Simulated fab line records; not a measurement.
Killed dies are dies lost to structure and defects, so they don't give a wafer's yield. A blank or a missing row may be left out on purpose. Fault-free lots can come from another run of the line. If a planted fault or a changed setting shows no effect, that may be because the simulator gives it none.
A lot that was struck, set against a sound lot | flow sfq-line | 15 out of 325 route steps
Sound: the wafers L676.4, L676.5, L676.6. Struck: wafers L681.2, L681.5. (L681.1 of the same lot was not struck and is left out.) The cause comes at the end.
Order at every step that has rows: each side's tool, ch and its chambers, its first start. Under that, the readings that differ: sound wafers | struck wafers | difference of the means | sigmas: that difference in standard deviations of wafers without a fault.
alike: same words and numbers on both sides, and readings whose means sit less than 2 such deviations apart. not compared: any withheld reading, any reading some wafer has no value for, any bound like >300 that may hide the same value, and any number with overlapping values for which the record gives no deviation.
A row with sigmas, a row that says differs or no value, or rows on one side alone: a step with any of these is where the two part. Numbers that don't overlap but have no deviation are shown without sigmas and don't part them. Lack of a reading on every wafer of one side parts them only where that side has two or more wafers.

SFQ_I5_OVL_MEAS_936:
  sound: overlay-01 at day 66 06:44; struck: overlay-02 at day 71 15:46
  alike: I5_OVL
SFQ_TRILAYER_I5_BARC_OPEN_VIA_ETCH_200: etches BARC in O2, target depth 125 nm, time 41.7 s.
  sound on rie-diel-03 ch 0,1,2, day 66 06:46; struck on rie-diel-02 ch 0, day 71 15:48
  alike: drypump-motor-current-A, oes-product-au, run-length-s
  not compared: rf-hours-counter-h
SFQ_TRILAYER_I5_ETCH_VIA_ETCH_147: etches the open film in CHF3, stops on Nb, target depth 360 nm.
  sound on rie-diel-03 ch 0,1,2, day 66 06:48; struck on rie-diel-02 ch 0, day 71 15:50
  alike: drypump-motor-current-A, oes-product-au
SFQ_TRILAYER_I5_STRIP_STRIP_148: strips in O2.
  sound on rie-metal-01 ch 0,1, day 66 07:09; struck on rie-metal-03 ch 1, day 71 15:59
  alike: drypump-motor-current-A, oes-product-au
  not compared: rf-hours-counter-h
then, 7 steps without rows for these wafers: SFQ_TRILAYER_I5_STRIP_SOLV_CLEAN_149 (cleans in NMP, time 600 s); SFQ_TRILAYER_C5_LITHO_COAT_156 (resist thk 62 nm); SFQ_TRILAYER_C5_LITHO_COAT_151 (resist thk 650 nm); SFQ_TRILAYER_C5_LITHO_SOFTBAKE_155; SFQ_TRILAYER_C5_LITHO_EXPOSE_152 (exposes mask C5, target cd 500 nm); SFQ_TRILAYER_C5_LITHO_PEB_154 (peb time 60 s); SFQ_TRILAYER_C5_LITHO_DEVELOP_153 (time 60 s).
SFQ_C5_OVL_MEAS_937:
  sound: overlay-01 at day 71 05:44; struck: overlay-02 at day 71 19:47
  alike: C5_OVL
SFQ_TRILAYER_C5_BARC_OPEN_VIA_ETCH_210: etches BARC in O2, target depth 125 nm, time 41.7 s.
  sound on rie-diel-04 ch 0,1,3, day 71 05:45; struck on rie-diel-04 ch 1,3, day 71 19:50
  reading                                             | sound             | struck      | difference | sigmas
  oes-product-au (a.u.)                               | 0.699 0.680 0.687 | 0.621 0.616 | -0.070     | -15
  run-length-s (s)                                    | 70.2 69.4 71.0    | 80.9 80.6   | +10.5      | +27
  model.KrF_of_TRILAYER_C5_LITHO_COAT_151.thk-nm (nm) | 575.6 576.7 576.1 | 563.1 563.9 | -12.6      |
  alike: drypump-motor-current-A
  not compared: rf-hours-counter-h
SFQ_TRILAYER_C5_ETCH_VIA_ETCH_154: etches SiO2 in CHF3, stops on Nb, target depth 84 nm.
  sound on rie-diel-04 ch 0,1,3, day 71 05:47; struck on rie-diel-04 ch 1,3, day 71 19:52
  reading                                             | sound           | struck      | difference | sigmas
  model.KrF_of_TRILAYER_C5_LITHO_COAT_151.thk-nm (nm) | 561 562.2 561.8 | 548.6 549.2 | -12.8      |
  alike: drypump-motor-current-A, oes-product-au
SFQ_TRILAYER_C5_STRIP_STRIP_155: strips in O2.
  sound on rie-metal-04 ch 0,1, day 71 06:02; struck on rie-metal-04 ch 1, day 71 19:55
  alike: drypump-motor-current-A, oes-product-au
  not compared: rf-hours-counter-h

## WHERE THEY PART
SFQ_TRILAYER_C5_BARC_OPEN_VIA_ETCH_210 only, going by this record. Later steps at which nothing parts them and some readings are alike: SFQ_TRILAYER_C5_ETCH_VIA_ETCH_154, SFQ_TRILAYER_C5_STRIP_STRIP_155.

WHY: whatever the simulator had introduced
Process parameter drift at SFQ_TRILAYER_C5_BARC_OPEN_VIA_ETCH_210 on rie-diel-04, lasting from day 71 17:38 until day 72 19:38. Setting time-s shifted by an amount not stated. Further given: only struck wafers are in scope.
